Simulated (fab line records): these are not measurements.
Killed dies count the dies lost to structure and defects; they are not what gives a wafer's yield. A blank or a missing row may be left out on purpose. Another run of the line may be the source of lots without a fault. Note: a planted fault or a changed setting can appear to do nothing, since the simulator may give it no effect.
Which of the tools did it? | flow gf180mcu | 40 wafers sampled from 14 lots at 1 step of a route of 602

== WHAT EACH GAUGE READ, for each wafer ==
GF_V3_BOW_MEAS_05.
lot  | measured     | on            | V3_BOW (um)
L704 | day 21 12:50 | film-metro-02 | 115 110 119
L705 | day 21 16:01 | film-metro-02 | 135 120 124
L707 | day 22 14:35 | film-metro-01 | 116 108 126
L708 | day 22 18:46 | film-metro-01 | 120 115 116
L710 | day 23 13:52 | film-metro-01 | 125 105 112
L712 | day 24 07:25 | film-metro-01 | 85 102 99
L715 | day 25 14:30 | film-metro-02 | 106
L717 | day 25 23:02 | film-metro-01 | 123 131 116
L721 | day 27 10:37 | film-metro-02 | 123 109 114
L722 | day 27 13:49 | film-metro-01 | 103 114 113
L723 | day 27 17:23 | film-metro-02 | 126 121 130
L724 | day 28 02:51 | film-metro-03 | 115 113 127
L726 | day 28 13:19 | film-metro-03 | 125 117 123
L727 | day 28 22:58 | film-metro-01 | 126 134 121

== TOOL THAT RAN EACH LOT (tool first, then ch and the chambers of the sampled wafers, then the start) ==
Before these readings, the record contains no process step.

== AS READ BY THE TOOLS THEMSELVES (means over the sampled wafers that have a number; for cases with no such wafer, the mark the record gives instead) ==
The record holds no such reading with a usual standard deviation.

== THE ANSWER, worked out from the rows above alone ==
Rule: what is usual is taken from the lots themselves. Put in order of their means at a reading, lots are off if they are a third of the lots or fewer, leave a main group of 4 or more, and stand apart from it by a gap of 3 or more times the standard deviation of the main group's means; of several such gaps the widest counts. A main group is skipped when, at the precision printed for the reading in the tables above, its means are all equal. Also off: a lot with no number at a reading for which 4 or more lots have one. Where the step has rows for the other lots, those lots are counted as sound. After the gauges, taken in route order, come the tools' own readings; for these a lot's mean is taken, as printed above. The first step at which some lot is off is used, and at that step the reading that is off furthest; a lot without a number counts as furthest.
Across all readings shown, no lot is off: no conclusion can be drawn from this.

== WHAT THE SIMULATOR PUT IN ==
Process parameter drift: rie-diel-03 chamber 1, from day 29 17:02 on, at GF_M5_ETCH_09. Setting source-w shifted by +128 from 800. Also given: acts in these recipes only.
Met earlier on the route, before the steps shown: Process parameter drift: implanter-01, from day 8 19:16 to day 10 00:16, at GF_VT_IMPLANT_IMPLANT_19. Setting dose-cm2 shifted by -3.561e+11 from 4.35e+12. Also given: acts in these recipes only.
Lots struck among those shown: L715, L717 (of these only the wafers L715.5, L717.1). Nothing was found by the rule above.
